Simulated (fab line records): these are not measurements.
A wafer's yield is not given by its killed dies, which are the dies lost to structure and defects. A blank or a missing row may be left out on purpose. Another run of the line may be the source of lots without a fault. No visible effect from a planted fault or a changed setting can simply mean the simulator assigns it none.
Tool commonality check	flow gf180mcu	39 wafers sampled across 13 lots

== REASON IT WAS OPENED ==
On 2 of the 13 lots, a flag is raised at GF_M2_CD_MEAS_14 on the reading cdNm. No-fault wafers: 280.0 nm, standard deviation 1.3.
Rule: a lot gets a flag if all its wafers with a number sit over 4 standard deviations from that mean, or if no wafer of it has a number. The other lots count as sound.

lot	measured	on	cdNm (nm), wafer by wafer	flag
L760	day 19 07:53	cdSem-02	278.4 278.6 278.1	
L761	day 19 15:26	cdSem-01	281.7 281.8 282.6	
L762	day 20 09:22	cdSem-02	281.4 281.1 281.7	
L765	day 21 05:38	cdSem-01	279.4 281.5 279.2	
L770	day 23 04:44	cdSem-02	250.6 259.0 268.1	FLAGGED
L771	day 23 14:27	cdSem-01	268.5 256.6 207.5	FLAGGED
L775	day 24 17:30	cdSem-02	280.0 281.0 280.5	
L776	day 25 01:59	cdSem-01	278.8 278.9 280.3	
L779	day 26 02:16	cdSem-02	280.8 281.3 281.9	
L780	day 26 10:18	cdSem-02	276.9 279.0 278.1	
L781	day 26 20:47	cdSem-02	278.6 277.5 277.8	
L782	day 26 21:31	cdSem-02	280.8 279.8 281.0	
L783	day 27 02:36	cdSem-01	277.5 279.0 279.3	
The numbers of the flagged lots are 251.7 nm on average: -28.3 nm against the usual, or -22 standard deviations.

== TOOL THAT RAN EACH LOT ==
Before the reading, the record contains 3 process steps out of a 602-step route. Read each cell as the tool, then ch plus the chambers that the sampled wafers visited, then the start.
lot	flag	GF_V1_SPUTTER_21	GF_V1_SPUTTER_22	GF_M2_EXPOSE_11
L760		pvdSputter-04, day 18 07:10	pvdSputter-04, day 18 07:13	krfScanner-02 ch 0, day 18 20:08
L761		pvdSputter-04, day 18 13:40	pvdSputter-04, day 18 13:43	krfScanner-01 ch 0, day 19 03:01
L762		pvdSputter-03, day 19 07:52	pvdSputter-03, day 19 07:55	krfScanner-02 ch 0, day 19 21:40
L765		pvdSputter-02, day 20 05:28	pvdSputter-02, day 20 05:31	krfScanner-02 ch 0, day 20 18:08
L770	FLAGGED	pvdSputter-03, day 22 04:58	pvdSputter-03, day 22 05:01	krfScanner-02 ch 0, day 22 17:13
L771	FLAGGED	pvdSputter-03, day 22 14:56	pvdSputter-03, day 22 15:00	krfScanner-02 ch 0, day 23 03:00
L775		pvdSputter-03, day 23 18:42	pvdSputter-03, day 23 18:46	krfScanner-01 ch 0, day 24 06:39
L776		pvdSputter-03, day 24 04:21	pvdSputter-03, day 24 04:25	krfScanner-01 ch 0, day 24 15:56
L779		pvdSputter-03, day 25 03:57	pvdSputter-03, day 25 04:01	krfScanner-01 ch 0, day 25 16:21
L780		pvdSputter-02, day 25 12:31	pvdSputter-02, day 25 12:35	krfScanner-01 ch 0, day 26 00:10
L781		pvdSputter-03, day 25 23:02	pvdSputter-03, day 25 23:06	krfScanner-01 ch 0, day 26 10:23
L782		pvdSputter-03, day 26 00:25	pvdSputter-03, day 26 00:28	krfScanner-01 ch 0, day 26 11:40
L783		pvdSputter-03, day 26 05:08	pvdSputter-03, day 26 05:12	krfScanner-02 ch 0, day 26 17:17
What the steps here do:
- GF_V1_SPUTTER_21: material Ti, target thk 15 nm, time 80.02 s.
- GF_V1_SPUTTER_22: material TiN, target thk 10 nm, time 40 s.
- GF_M2_EXPOSE_11: exposes mask Metal2, target cd 280 nm.
- GF_M2_CD_MEAS_14: target cd 280 nm.

== FLAGGED AGAINST TOTAL, ONE TOOL AT A TIME (gauges that did the reading follow at the end) ==
step	tool	lots run	flagged	share of the flagged lots	sound lots run after its first flagged lot
GF_V1_SPUTTER_21	pvdSputter-02	2	0	none	-
GF_V1_SPUTTER_21	pvdSputter-03	9	2	all	6 (L775,L776,L779,L781,L782,L783)
GF_V1_SPUTTER_21	pvdSputter-04	2	0	none	-
GF_V1_SPUTTER_22	pvdSputter-02	2	0	none	-
GF_V1_SPUTTER_22	pvdSputter-03	9	2	all	6 (L775,L776,L779,L781,L782,L783)
GF_V1_SPUTTER_22	pvdSputter-04	2	0	none	-
GF_M2_EXPOSE_11	krfScanner-01	7	0	none	-
GF_M2_EXPOSE_11	krfScanner-02	6	2	all	1 (L783)
GF_M2_CD_MEAS_14	cdSem-01	5	1	some	2 (L776,L783)
GF_M2_CD_MEAS_14	cdSem-02	8	1	some	5 (L775,L779,L780,L781,L782)

== WHAT THE TABLE ALLOWS ==
3 rows of the table ran every flagged lot: pvdSputter-03 at GF_V1_SPUTTER_21, pvdSputter-03 at GF_V1_SPUTTER_22, krfScanner-02 at GF_M2_EXPOSE_11.
- pvdSputter-03 at GF_V1_SPUTTER_21 ran 9 lots, 2 of them flagged. Sound lots followed the first flagged one (L775, L776, L779, L781, L782, L783) on it, something a lasting fault affecting the whole tool could not allow.
- pvdSputter-03 at GF_V1_SPUTTER_22 ran 9 lots, 2 of them flagged. Sound lots followed the first flagged one (L775, L776, L779, L781, L782, L783) on it, something a lasting fault affecting the whole tool could not allow.
- krfScanner-02 at GF_M2_EXPOSE_11 ran 6 lots, 2 of them flagged. Sound lots followed the first flagged one (L783) on it, something a lasting fault affecting the whole tool could not allow.
Every row of the table either missed a flagged lot or ran a sound lot after the first.

== WHAT THE SIMULATOR HAD INSERTED ==
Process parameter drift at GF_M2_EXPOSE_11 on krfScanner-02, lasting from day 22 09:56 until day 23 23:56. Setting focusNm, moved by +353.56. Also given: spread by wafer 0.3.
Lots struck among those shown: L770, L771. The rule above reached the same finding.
